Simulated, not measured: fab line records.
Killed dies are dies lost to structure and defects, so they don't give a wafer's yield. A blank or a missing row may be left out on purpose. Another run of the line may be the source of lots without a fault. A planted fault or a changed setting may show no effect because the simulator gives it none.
Which tool is to blame? :: flow sky130 :: 39 wafers from 13 lots sampled at 4 of the route's 708 steps

## WHAT THE GAUGES READ, wafer by wafer
SKY_FIELD_ISO_THK_MEAS_04. Usual: for FIELD_ISO_CVD_03_THK the level is 165.3 nm and the standard deviation is 1.5.
lot: L434
measured: day 1 13:29
on: film metro-01
FIELD_ISO_CVD_03_THK (nm): 166.0 167.0 167.0
flag: 

lot: L435
measured: day 1 18:53
on: film metro-03
FIELD_ISO_CVD_03_THK (nm): 169.8 168.3 168.8
flag: 

lot: L436
measured: day 2 00:17
on: film metro-01
FIELD_ISO_CVD_03_THK (nm): 165.2 165.8 163.6
flag: 

lot: L437
measured: day 2 04:51
on: film metro-01
FIELD_ISO_CVD_03_THK (nm): 164.3 164.3 164.7
flag: 

lot: L438
measured: day 2 10:13
on: film metro-01
FIELD_ISO_CVD_03_THK (nm): 165.9 164.6 164.4
flag: 

lot: L439
measured: day 2 15:41
on: film metro-04
FIELD_ISO_CVD_03_THK (nm): 165.7 165.7 165.0
flag: 

lot: L441
measured: day 3 01:40
on: film metro-03
FIELD_ISO_CVD_03_THK (nm): 166.2 165.4 165.7
flag: 

lot: L442
measured: day 3 05:31
on: film metro-03
FIELD_ISO_CVD_03_THK (nm): 164.5 165.1 164.9
flag: 

lot: L444
measured: day 3 16:34
on: film metro-04
FIELD_ISO_CVD_03_THK (nm): 164.9 165.4 166.2
flag: 

lot: L445
measured: day 3 20:58
on: film metro-04
FIELD_ISO_CVD_03_THK (nm): 166.7 165.9 166.9
flag: 

lot: L446
measured: day 4 02:11
on: film metro-04
FIELD_ISO_CVD_03_THK (nm): 166.9 167.1 168.4
flag: 

lot: L454
measured: day 5 20:07
on: film metro-03
FIELD_ISO_CVD_03_THK (nm): 165.5 165.8 167.4
flag: 

lot: L456
measured: day 6 04:11
on: film metro-03
FIELD_ISO_CVD_03_THK (nm): 162.6 163.3 162.7
flag: 

SKY_GATE_OXIDE_TW_MEAS_14. Usual: for GATE_OXIDE_TW the level is 225.2 and the standard deviation is 1.6.
lot: L434
measured: day 13 13:55
on: film metro-02
GATE_OXIDE_TW: 226.8 227.0 227.6
flag: 

lot: L435
measured: day 14 04:28
on: film metro-02
GATE_OXIDE_TW: 225.0 226.4 226.3
flag: 

lot: L436
measured: day 14 13:37
on: film metro-03
GATE_OXIDE_TW: 223.6 222.6 223.0
flag: 

lot: L437
measured: day 14 23:17
on: film metro-03
GATE_OXIDE_TW: 222.1 222.2 222.5
flag: 

lot: L438
measured: day 15 04:10
on: film metro-02
GATE_OXIDE_TW: 224.7 224.4 224.6
flag: 

lot: L439
measured: day 15 13:35
on: film metro-04
GATE_OXIDE_TW: 225.4 224.1 224.2
flag: 

lot: L441
measured: day 16 04:57
on: film metro-03
GATE_OXIDE_TW: 225.7 226.2 224.8
flag: 

lot: L442
measured: day 16 12:40
on: film metro-03
GATE_OXIDE_TW: 226.1 226.1 225.9
flag: 

lot: L444
measured: day 17 16:04
on: film metro-02
GATE_OXIDE_TW: 226.6 226.6 226.3
flag: 

lot: L445
measured: day 17 20:46
on: film metro-03
GATE_OXIDE_TW: 224.0 224.0 224.4
flag: 

lot: L446
measured: day 18 06:20
on: film metro-04
GATE_OXIDE_TW: 226.4 227.1 227.0
flag: 

lot: L454
measured: day 21 03:42
on: film metro-04
GATE_OXIDE_TW: 226.2 224.2 226.3
flag: 

lot: L456
measured: day 21 14:43
on: film metro-03
GATE_OXIDE_TW: 224.1 224.9 223.7
flag: 

## WHAT TOOL EACH LOT RAN ON (gives the tool, then ch and the chambers of the sampled wafers, and finally the start)
lot: L434
SKY_PWDE_STRIP_09: plasma asher-03 ch 0,1, day 3 17:18
SKY_NWELL_STRIP_14: plasma asher-01 ch 1, day 4 10:43

lot: L435
SKY_PWDE_STRIP_09: plasma asher-03 ch 0,1, day 4 04:07
SKY_NWELL_STRIP_14: plasma asher-01 ch 0,1, day 4 21:30

lot: L436
SKY_PWDE_STRIP_09: plasma asher-03 ch 0,1, day 4 09:44
SKY_NWELL_STRIP_14: plasma asher-01 ch 0,1, day 5 02:59

lot: L437
SKY_PWDE_STRIP_09: plasma asher-03 ch 0,1, day 4 11:15
SKY_NWELL_STRIP_14: plasma asher-01 ch 0,1, day 5 04:59

lot: L438
SKY_PWDE_STRIP_09: plasma asher-01 ch 0,1, day 4 16:41
SKY_NWELL_STRIP_14: plasma asher-01 ch 0,1, day 5 09:17

lot: L439
SKY_PWDE_STRIP_09: plasma asher-04 ch 0,1, day 5 01:03
SKY_NWELL_STRIP_14: plasma asher-02 ch 0,1, day 5 18:48

lot: L441
SKY_PWDE_STRIP_09: plasma asher-01 ch 0,1, day 5 11:21
SKY_NWELL_STRIP_14: plasma asher-02 ch 0,1, day 6 04:55

lot: L442
SKY_PWDE_STRIP_09: plasma asher-03 ch 0,1, day 5 14:01
SKY_NWELL_STRIP_14: plasma asher-02 ch 0,1, day 6 08:45

lot: L444
SKY_PWDE_STRIP_09: plasma asher-04 ch 0,1, day 6 03:07
SKY_NWELL_STRIP_14: plasma asher-02 ch 0,1, day 6 22:25

lot: L445
SKY_PWDE_STRIP_09: plasma asher-01 ch 0,1, day 6 08:49
SKY_NWELL_STRIP_14: plasma asher-01 ch 0,1, day 7 04:32

lot: L446
SKY_PWDE_STRIP_09: plasma asher-04 ch 0,1, day 6 15:12
SKY_NWELL_STRIP_14: plasma asher-03 ch 0,1, day 7 11:13

lot: L454
SKY_PWDE_STRIP_09: plasma asher-03 ch 0,1, day 8 14:23
SKY_NWELL_STRIP_14: plasma asher-02 ch 0,1, day 9 12:29

lot: L456
SKY_PWDE_STRIP_09: plasma asher-04 ch 0,1, day 8 23:34
SKY_NWELL_STRIP_14: plasma asher-03 ch 0,1, day 9 21:35
- SKY_PWDE_STRIP_09: strips in O2/N2.
- SKY_NWELL_STRIP_14: strips in O2/N2.

## AS READ BY THE TOOLS THEMSELVES (means over the sampled wafers that have a number; for cases with no such wafer, the mark the record gives instead)
SKY_PWDE_STRIP_09. Usual: drypump motor current A 5.4 A, standard deviation 0.41; oes product au 0.723 a.u., standard deviation 0.0046; strip time to endpoint s 36.95 s, standard deviation 0.089.
lot: L434
tool: plasma asher-03
drypump motor current A (A): 5.5
oes product au (a.u.): 0.722
strip time to endpoint s (s): 36.87
flag: 

lot: L435
tool: plasma asher-03
drypump motor current A (A): 5.3
oes product au (a.u.): 0.722
strip time to endpoint s (s): 36.94
flag: 

lot: L436
tool: plasma asher-03
drypump motor current A (A): 5.3
oes product au (a.u.): 0.726
strip time to endpoint s (s): 37.03
flag: 

lot: L437
tool: plasma asher-03
drypump motor current A (A): 5.5
oes product au (a.u.): 0.720
strip time to endpoint s (s): 36.96
flag: 

lot: L438
tool: plasma asher-01
drypump motor current A (A): 5.9
oes product au (a.u.): 0.722
strip time to endpoint s (s): 36.89
flag: 

lot: L439
tool: plasma asher-04
drypump motor current A (A): 5.1
oes product au (a.u.): 0.720
strip time to endpoint s (s): 37.07
flag: 

lot: L441
tool: plasma asher-01
drypump motor current A (A): 5.6
oes product au (a.u.): 0.723
strip time to endpoint s (s): 36.97
flag: 

lot: L442
tool: plasma asher-03
drypump motor current A (A): 5.3
oes product au (a.u.): 0.726
strip time to endpoint s (s): 36.97
flag: 

lot: L444
tool: plasma asher-04
drypump motor current A (A): 5.1
oes product au (a.u.): 0.725
strip time to endpoint s (s): 36.83
flag: 

lot: L445
tool: plasma asher-01
drypump motor current A (A): 5.6
oes product au (a.u.): 0.719
strip time to endpoint s (s): 36.87
flag: 

lot: L446
tool: plasma asher-04
drypump motor current A (A): 5.1
oes product au (a.u.): 0.721
strip time to endpoint s (s): 37.05
flag: 

lot: L454
tool: plasma asher-03
drypump motor current A (A): 5.5
oes product au (a.u.): 0.969
strip time to endpoint s (s): -
flag: OFF

lot: L456
tool: plasma asher-04
drypump motor current A (A): 5.1
oes product au (a.u.): 0.725
strip time to endpoint s (s): 36.85
flag: 

SKY_NWELL_STRIP_14. Usual: drypump motor current A 5.8 A, standard deviation 0.48; oes product au 0.722 a.u., standard deviation 0.0044; strip time to endpoint s 36.98 s, standard deviation 0.1.
lot: L434
tool: plasma asher-01
drypump motor current A (A): 5.4
oes product au (a.u.): 0.721
strip time to endpoint s (s): 36.92
flag: 

lot: L435
tool: plasma asher-01
drypump motor current A (A): 5.6
oes product au (a.u.): 0.717
strip time to endpoint s (s): 37.09
flag: 

lot: L436
tool: plasma asher-01
drypump motor current A (A): 5.9
oes product au (a.u.): 0.717
strip time to endpoint s (s): 36.85
flag: 

lot: L437
tool: plasma asher-01
drypump motor current A (A): 5.6
oes product au (a.u.): 0.724
strip time to endpoint s (s): 36.86
flag: 

lot: L438
tool: plasma asher-01
drypump motor current A (A): 5.9
oes product au (a.u.): 0.724
strip time to endpoint s (s): 36.98
flag: 

lot: L439
tool: plasma asher-02
drypump motor current A (A): 6.3
oes product au (a.u.): 0.720
strip time to endpoint s (s): 37.09
flag: 

lot: L441
tool: plasma asher-02
drypump motor current A (A): 6.3
oes product au (a.u.): 0.721
strip time to endpoint s (s): 37.05
flag: 

lot: L442
tool: plasma asher-02
drypump motor current A (A): 6.3
oes product au (a.u.): 0.722
strip time to endpoint s (s): 36.98
flag: 

lot: L444
tool: plasma asher-02
drypump motor current A (A): 6.3
oes product au (a.u.): 0.722
strip time to endpoint s (s): 37.01
flag: 

lot: L445
tool: plasma asher-01
drypump motor current A (A): 5.9
oes product au (a.u.): 0.720
strip time to endpoint s (s): 36.95
flag: 

lot: L446
tool: plasma asher-03
drypump motor current A (A): 5.3
oes product au (a.u.): 0.721
strip time to endpoint s (s): 36.97
flag: 

lot: L454
tool: plasma asher-02
drypump motor current A (A): 6.4
oes product au (a.u.): 0.725
strip time to endpoint s (s): 38.79
flag: OFF

lot: L456
tool: plasma asher-03
drypump motor current A (A): 5.3
oes product au (a.u.): 0.723
strip time to endpoint s (s): 37.13
flag: 

## THE ANSWER, worked out from the rows above alone
Rule: a lot is off if the mean of its wafers that have a number lies more than 3 standard deviations from the usual mean. Also off: a lot with no number at a reading for which 4 or more lots have one. All remaining lots with rows at the step are treated as sound. After the gauges, taken in route order, come the tools' own readings; for these a lot's mean is taken, as printed above. At the first step where some lot is off, the reading lying furthest off is the one used; lots without a number count as furthest.
Off at SKY_PWDE_STRIP_09 (strip time to endpoint s): L454. Without a number there: L454.
If a tool, at that step or one of the process steps before it, ran each lot that is off and ran no sound lot following the first of them, it fits. One fits: SKY_PWDE_STRIP_09 on plasma asher-03. Its last sound lot is L442 (day 5 14:01), its first lot that is off L454 (day 8 14:23): a fault that began between those two fits.
The tool's own readings at SKY_PWDE_STRIP_09 bear it out: on the lots that are off they differ by more than 5 times the standard deviation of the sound lots' means. oes product au reads 0.969 a.u. there against 0.723 a.u. on the sound lots.
Blank at SKY_PWDE_STRIP_09 on the lots that are off, where sound lots have numbers: strip time to endpoint s.

## WHAT WAS PUT IN BY THE SIMULATOR
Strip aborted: plasma asher-03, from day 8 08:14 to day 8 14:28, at SKY_PWDE_STRIP_09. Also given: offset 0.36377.
Struck lots among those shown: L454. The rule above reached the same finding.
